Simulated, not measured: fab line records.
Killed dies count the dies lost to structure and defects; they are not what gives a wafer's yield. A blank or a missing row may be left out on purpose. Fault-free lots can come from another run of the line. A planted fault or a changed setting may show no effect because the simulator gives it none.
fab line records    flow sfqLine
record lots=14  wafers=42  lastDay=87
route steps=325 shown I1@76 I2@113 M3@119 I3@143
lots that met no fault: taken from a fault-free run of the same line
startH: the number of hours between the record's first day and the start of the first shown wafer of the lot    waitH: hours from the lot's prior step to this one    " unchanged from the row above    L1.1+2: a row that stands for several wafers    - value missing, or start not given    * or withheld: withheld    < > ~ a bound
route shown NAME@n: a module of which the file shows steps, and the number in the route of the first    usual: mean/standard deviation of fault-free wafers    same: alike in all rows    chamber/n: place in a boat    sites: readings site by site    _std_site: their standard deviation    _edge_site: mean of outer sites minus mean of inner sites    radiusMm: for every site, how far away it sits from the centre of the wafer    mask NAME#n: copy n    behind: the tool/chamber that last shaped the wafer    hold: cause of the lot's hold/its duration in hours/its outcome    device: names the non-switching transistor (n, p or np)    end of line: the route-end tests of the same wafers    a step without rows: its recipe alone    killed: at the first sort, the dies lost to defects and structure; wafer yield is something else    map: a wafer's dies, marking killed ones x, the rest . and places with no die _
set.NAME: the setting as run; set.NAME@STEP: as run at that earlier step    model.NAME: the simulator's own value behind a step, which no gauge read
one table for each step of the route and one row for each wafer, over a sample of lots
services: a tool's chamber out of use, with start hour (startH, from the record's first day; less than 0 if before it), hours out, and reason
## steps
# step SFQ_TRILAYER_I1_METRO_MEASURE_047
# usual thkNm=200.1/1.1
lot.wafer  tool          chamber  startH  waitH  thkNm
L812.2     filmMetro-01  -        343.79  0.3    200.3
L812.4     "             -        "       "      199.0
L812.6     "             -        "       "      200.0
L813.1     filmMetro-01  -        358.59  0.1    201.2
L813.3     "             -        "       "      201.4
L813.6     "             -        "       "      202.3
L814.1     filmMetro-01  -        376.29  0.1    201.5
L814.3     "             -        "       "      200.1
L814.4     "             -        "       "      201.5
L816.2     filmMetro-01  -        393.45  0.3    200.6
L816.5     "             -        "       "      201.1
L816.6     "             -        "       "      200.5
L817.3     filmMetro-01  -        399.65  0.5    200.1
L817.4     "             -        "       "      199.2
L817.6     "             -        "       "      200.3
L818.1     filmMetro-04  -        402.17  0.1    202.7
L818.2     "             -        "       "      201.0
L818.3     "             -        "       "      201.9
L820.2     filmMetro-02  -        417.45  0.3    199.1
L820.3     "             -        "       "      198.4
L820.6     "             -        "       "      199.1
L823.2     filmMetro-01  -        441.45  0.3    198.8
L823.3     "             -        "       "      199.6
L823.6     "             -        "       "      199.6
L824.2     filmMetro-02  -        448.37  0.3    201.9
L824.3     "             -        "       "      200.4
L824.6     "             -        "       "      200.5
L831.3     filmMetro-02  -        498.66  0.5    198.4
L831.4     "             -        "       "      198.5
L831.6     "             -        "       "      199.0
L832.1     filmMetro-02  -        507.26  0.1    199.7
L832.4     "             -        "       "      197.9
L832.5     "             -        "       "      198.5
L833.1     filmMetro-02  -        511.59  0.1    199.6
L833.3     "             -        "       "      200.9
L833.6     "             -        "       "      199.4
L834.3     filmMetro-04  -        525.66  0.5    198.2
L834.4     "             -        "       "      199.0
L834.5     "             -        "       "      198.3
L835.1     filmMetro-04  -        528.26  0.1    199.7
L835.2     "             -        "       "      199.2
L835.3     "             -        "       "      200.2
# step SFQ_I2_OVL_MEAS_918
# usual I2_OVL=1/6.3
lot.wafer  tool        chamber  startH  waitH  I2_OVL[nm]
L812.2     overlay-02  -        540.84  0.1    0
L812.4     "           -        "       "      -2
L812.6     "           -        "       "      0
L813.1     overlay-01  -        552.64  0.1    5
L813.3     "           -        "       "      -1
L813.6     "           -        "       "      1
L814.1     overlay-01  -        564.64  0.1    6
L814.3     "           -        "       "      7
L814.4     "           -        "       "      7
L816.2     overlay-02  -        603.00  0.1    11
L816.5     "           -        "       "      0
L816.6     "           -        "       "      4
L817.3     overlay-02  -        604.20  0.1    3
L817.4     "           -        "       "      -1
L817.6     "           -        "       "      4
L818.1     overlay-01  -        607.79  0.1    -14
L818.2     "           -        "       "      -4
L818.3     "           -        "       "      -16
L820.2     overlay-01  -        742.94  0.1    -8
L820.3     "           -        "       "      -9
L820.6     "           -        "       "      1
L823.2     overlay-01  -        748.94  0.1    4
L823.3     "           -        "       "      -2
L823.6     "           -        "       "      -2
L824.2     overlay-01  -        750.14  0.1    -9
L824.3     "           -        "       "      -2
L824.6     "           -        "       "      -14
L831.3     overlay-01  -        766.95  0.1    -2
L831.4     "           -        "       "      -6
L831.6     "           -        "       "      -5
L832.1     overlay-02  -        768.14  0.1    9
L832.4     "           -        "       "      -2
L832.5     "           -        "       "      -4
L833.1     overlay-01  -        772.94  0.1    8
L833.3     "           -        "       "      11
L833.6     "           -        "       "      9
L834.3     overlay-01  -        777.75  0.1    4
L834.4     "           -        "       "      -2
L834.5     "           -        "       "      5
L835.1     overlay-02  -        780.14  0.1    1
L835.2     "           -        "       "      4
L835.3     "           -        "       "      3
# step SFQ_TRILAYER_M3_DEP_SPUTTER_073
# recipe material=Nb  basePressurePa=1.33e-06  chamberPressurePa=0.1333  substrateTempC=20  resputterCathodeVoltageV=400  targetThkNm=200  powerW=2000  timeS=133.3
# usual basePressurePa=1.32e-06/9e-08  cathodeDcPowerW=2000.0/0.37  throttleValvePct=29.8/1.2
lot.wafer  tool           chamber  startH  waitH  basePressurePa  cathodeDcPowerW  throttleValvePct
L812.2     pvdSputter-06  -        541.83  0.0    1.48e-06        1999.4           30.8
L812.4     "              -        "       "      1.31e-06        2000.0           29.4
L812.6     "              -        "       "      1.38e-06        2000.0           29.2
L813.1     pvdSputter-03  -        553.63  0.0    1.28e-06        2000.7           27.9
L813.3     "              -        "       "      1.19e-06        1999.8           31.7
L813.6     "              -        "       "      1.26e-06        2000.2           28.7
L814.1     pvdSputter-03  -        565.63  0.0    1.18e-06        1999.7           27.7
L814.3     "              -        "       "      1.39e-06        2000.0           28.6
L814.4     "              -        "       "      1.21e-06        2000.5           31.8
L816.2     pvdSputter-04  -        604.60  0.0    1.35e-06        1999.7           28.9
L816.5     "              -        "       "      1.4e-06         1999.7           29.5
L816.6     "              -        "       "      1.42e-06        1999.6           28.8
L817.3     pvdSputter-03  -        605.18  0.0    1.39e-06        1999.7           27.9
L817.4     "              -        "       "      1.42e-06        2000.3           31.5
L817.6     "              -        "       "      1.19e-06        1999.3           27.7
L818.1     pvdSputter-06  -        609.38  0.0    1.3e-06         2000.2           31.5
L818.2     "              -        "       "      1.21e-06        2000.4           30.7
L818.3     "              -        "       "      1.27e-06        1999.7           29.0
L820.2     pvdSputter-04  -        743.93  0.0    1.22e-06        2000.5           28.9
L820.3     "              -        "       "      1.2e-06         1999.9           29.2
L820.6     "              -        "       "      1.37e-06        1999.7           29.0
L823.2     pvdSputter-03  -        749.93  0.0    1.12e-06        1999.8           31.3
L823.3     "              -        "       "      1.28e-06        2000.1           28.5
L823.6     "              -        "       "      1.37e-06        2000.3           27.8
L824.2     pvdSputter-06  -        751.13  0.0    1.34e-06        2000.5           31.4
L824.3     "              -        "       "      1.3e-06         2000.0           30.7
L824.6     "              -        "       "      1.13e-06        1999.2           29.2
L831.3     pvdSputter-06  -        767.93  0.0    1.31e-06        1999.9           29.2
L831.4     "              -        "       "      1.31e-06        1999.7           31.5
L831.6     "              -        "       "      1.43e-06        1999.6           31.3
L832.1     pvdSputter-04  -        769.33  0.0    1.27e-06        1999.9           28.9
L832.4     "              -        "       "      1.31e-06        1999.7           30.4
L832.5     "              -        "       "      1.26e-06        2000.0           30.5
L833.1     pvdSputter-06  -        773.93  0.0    1.36e-06        1999.8           30.8
L833.3     "              -        "       "      1.3e-06         2000.6           29.0
L833.6     "              -        "       "      1.3e-06         2000.3           29.1
L834.3     pvdSputter-04  -        778.73  0.0    1.37e-06        2000.0           29.1
L834.4     "              -        "       "      1.25e-06        1999.7           30.6
L834.5     "              -        "       "      1.3e-06         1999.6           29.2
L835.1     pvdSputter-03  -        781.15  0.0    1.44e-06        2000.3           27.7
L835.2     "              -        "       "      1.35e-06        1999.9           31.5
L835.3     "              -        "       "      1.47e-06        2000.1           30.0
# step SFQ_M3_RS_MEAS_919
# recipe thkMeasGauge=four-point-probe  reads=Nb_of_TRILAYER_M3_DEP_SPUTTER_073
# usual M3_NB_RS=0.892/0.011
lot.wafer  tool          chamber  startH  waitH  M3_NB_RS[ohm/sq]
L812.2     filmMetro-03  -        541.94  0.1    0.889
L812.4     "             -        "       "      0.901
L812.6     "             -        "       "      0.903
L813.1     filmMetro-02  -        553.72  0.0    0.884
L813.3     "             -        "       "      0.877
L813.6     "             -        "       "      0.880
L814.1     filmMetro-03  -        565.72  0.0    0.871
L814.3     "             -        "       "      0.875
L814.4     "             -        "       "      0.869
L816.2     filmMetro-02  -        604.71  0.1    0.901
L816.5     "             -        "       "      0.908
L816.6     "             -        "       "      0.901
L817.3     filmMetro-01  -        605.32  0.1    0.885
L817.4     "             -        "       "      0.895
L817.6     "             -        "       "      0.889
L818.1     filmMetro-03  -        609.48  0.0    0.873
L818.2     "             -        "       "      0.874
L818.3     "             -        "       "      0.880
L820.2     filmMetro-03  -        744.04  0.1    0.891
L820.3     "             -        "       "      0.882
L820.6     "             -        "       "      0.889
L823.2     filmMetro-01  -        750.04  0.1    0.874
L823.3     "             -        "       "      0.877
L823.6     "             -        "       "      0.882
L824.2     filmMetro-02  -        751.24  0.1    0.903
L824.3     "             -        "       "      0.890
L824.6     "             -        "       "      0.900
L831.3     filmMetro-01  -        768.06  0.1    0.896
L831.4     "             -        "       "      1.351
L831.6     "             -        "       "      1.340
L832.1     filmMetro-03  -        769.42  0.0    0.905
L832.4     "             -        "       "      0.895
L832.5     "             -        "       "      0.895
L833.1     filmMetro-02  -        774.02  0.0    0.902
L833.3     "             -        "       "      0.887
L833.6     "             -        "       "      1.368
L834.3     filmMetro-02  -        778.86  0.1    0.920
L834.4     "             -        "       "      0.904
L834.5     "             -        "       "      0.916
L835.1     filmMetro-02  -        781.24  0.0    0.902
L835.2     "             -        "       "      0.900
L835.3     "             -        "       "      0.906
# step SFQ_TRILAYER_M3_ETCH_METAL_ETCH_078
# recipe target=Nb  stopOn=SiO2  maskMaterial=PR  chemistry=Cl2/Ar  targetDepthNm=240  icpW=600  biasW=80  pressureMtorr=10  timeS=120
# usual drypumpMotorCurrentA=5.39/0.28  oesProductAu=0.893/0.0074
lot.wafer  tool         chamber  startH  waitH  drypumpMotorCurrentA  oesProductAu  rfHoursCounterH
L812.2     rieMetal-02  1        555.13  0.0    5.68                  0.889         96
L812.4     "            1        "       "      5.70                  0.883         -
L812.6     "            1        "       "      5.71                  0.884         -
L813.1     rieMetal-02  0        562.33  0.0    5.47                  0.898         61
L813.3     "            1        "       "      5.67                  0.902         -
L813.6     "            0        "       "      5.50                  0.894         -
L814.1     rieMetal-02  1        570.73  0.0    5.67                  0.901         99
L814.3     "            0        "       "      5.47                  0.901         -
L814.4     "            1        "       "      5.68                  0.907         -
L816.2     rieMetal-02  1        612.81  0.0    5.63                  0.884         105
L816.5     "            1        "       "      5.67                  0.876         -
L816.6     "            0        "       "      5.48                  0.889         -
L817.3     rieMetal-04  1        618.45  0.1    5.46                  0.902         -
L817.4     "            1        "       "      5.48                  0.894         -
L817.6     "            1        "       "      5.46                  0.894         -
L818.1     rieMetal-02  0        627.59  0.0    5.48                  0.906         70
L818.2     "            1        "       "      5.68                  0.908         107
L818.3     "            1        "       "      5.66                  0.897         -
L820.2     rieMetal-04  1        892.54  0.0    5.43                  0.903         141
L820.3     "            0        "       "      4.90                  0.898         -
L820.6     "            1        "       "      5.43                  0.884         -
L823.2     rieMetal-04  0        898.54  0.0    4.89                  0.902         44
L823.3     "            0        "       "      4.89                  0.901         -
L823.6     "            1        "       "      5.45                  0.896         -
L824.2     rieMetal-01  0        899.74  0.0    5.35                  0.888         30
L824.3     "            1        "       "      5.38                  0.900         -
L824.6     "            1        "       "      5.40                  0.890         -
L831.3     rieMetal-02  0        918.98  0.1    5.50                  0.894         -
L831.4     "            1        "       "      5.71                  0.717         -
L831.6     "            0        "       "      5.49                  0.724         -
L832.1     rieMetal-04  1        921.34  0.0    5.46                  0.887         146
L832.4     "            0        "       "      4.90                  0.892         -
L832.5     "            1        "       "      5.48                  0.890         -
L833.1     rieMetal-02  0        923.74  0.0    5.49                  0.883         116
L833.3     "            1        "       "      5.70                  0.894         -
L833.6     "            1        "       "      5.68                  0.718         -
L834.3     rieMetal-04  1        928.58  0.1    5.47                  0.886         -
L834.4     "            0        "       "      4.86                  0.892         -
L834.5     "            0        "       "      4.86                  0.880         -
L835.1     rieMetal-04  0        930.94  0.0    4.87                  0.889         49
L835.2     "            1        "       "      5.48                  0.901         147
L835.3     "            0        "       "      4.90                  0.892         -
# step SFQ_I3_OVL_MEAS_923
# usual I3_OVL=-2/5.6
lot.wafer  tool        chamber  startH  waitH  I3_OVL[nm]
L812.2     overlay-01  -        711.27  0.1    4
L812.4     "           -        "       "      -1
L812.6     "           -        "       "      1
L813.1     overlay-02  -        722.54  0.1    -6
L813.3     "           -        "       "      -4
L813.6     "           -        "       "      -5
L814.1     overlay-02  -        736.94  0.1    -9
L814.3     "           -        "       "      -4
L814.4     "           -        "       "      -4
L816.2     overlay-01  -        802.94  0.1    0
L816.5     "           -        "       "      -8
L816.6     "           -        "       "      1
L817.3     overlay-01  -        806.55  0.1    -4
L817.4     "           -        "       "      -10
L817.6     "           -        "       "      1
L818.1     overlay-01  -        813.74  0.1    9
L818.2     "           -        "       "      6
L818.3     "           -        "       "      10
L820.2     overlay-02  -        900.78  0.1    -3
L820.3     "           -        "       "      3
L820.6     "           -        "       "      -2
L823.2     overlay-02  -        906.78  0.1    -7
L823.3     "           -        "       "      -14
L823.6     "           -        "       "      -2
L824.2     overlay-01  -        909.78  0.1    0
L824.3     "           -        "       "      -9
L824.6     "           -        "       "      -9
L831.3     overlay-02  -        927.50  0.1    -10
L831.4     "           -        "       "      -10
L831.6     "           -        "       "      -11
L832.1     overlay-02  -        929.89  0.1    0
L832.4     "           -        "       "      -2
L832.5     "           -        "       "      -3
L833.1     overlay-01  -        932.29  0.1    -2
L833.3     "           -        "       "      2
L833.6     "           -        "       "      2
L834.3     overlay-01  -        937.02  0.1    0
L834.4     "           -        "       "      4
L834.5     "           -        "       "      2
L835.1     overlay-01  -        939.09  0.1    -2
L835.2     "           -        "       "      -7
L835.3     "           -        "       "      -3
## services
tool           chamber  startH  hours  kind
rieMetal-02    1        332.00  11.1   repair
rieMetal-04    1        332.29  11.3   repair
filmMetro-01   -        345.60  0.4    pm
rieMetal-02    0        345.60  3.7    repair
filmMetro-01   -        349.12  0.7    pm
filmMetro-02   -        361.83  0.6    pm
filmMetro-02   -        368.73  0.5    pm
filmMetro-01   -        369.30  2.2    pm
filmMetro-02   -        374.42  0.5    pm
pvdSputter-03  -        394.25  0.6    repair
filmMetro-01   -        431.41  2.3    pm
pvdSputter-06  -        443.46  25.3   repair
filmMetro-02   -        480.44  0.7    pm
rieMetal-04    -        504.65  2.8    pm
filmMetro-01   -        594.12  0.8    pm
filmMetro-01   -        614.30  0.7    pm
rieMetal-04    1        646.70  8.3    repair
rieMetal-04    1        663.43  10.3   repair
filmMetro-01   -        676.41  1.0    pm
filmMetro-01   -        777.65  4.0    pm
filmMetro-01   -        832.95  1.8    pm
filmMetro-01   -        839.12  0.3    pm
filmMetro-01   -        859.30  1.5    pm
filmMetro-01   -        921.41  0.3    pm
## key
firstSign step=SFQ_M3_RS_MEAS_919  reading=M3_NB_RS  direction=up  sigmas=43  usual=0.892  struck=1.353
effect step=SFQ_TRILAYER_M3_ETCH_METAL_ETCH_078  reading=oesProductAu  direction=down  sigmas=23  usual=0.893  struck=0.719
metAt SFQ_TRILAYER_M3_DEP_SPUTTER_073
struckLots L831,L833
struckWafers L831.4,L831.6,L833.6
notActingAt SFQ_TRILAYER_I1_METRO_MEASURE_047,SFQ_I2_OVL_MEAS_918,SFQ_I3_OVL_MEAS_923
onsetBetween 751.13 767.93
fault kind=processParameterDrift  tool=pvdSputter-06  chamber=-  onsetH=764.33  steps=SFQ_TRILAYER_M3_DEP_SPUTTER_073  channel=targetThkNm  offset=-67.426  shape=step  endH=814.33  scope=struckWafersOnly  actsIn=theseRecipesOnly  stated=200
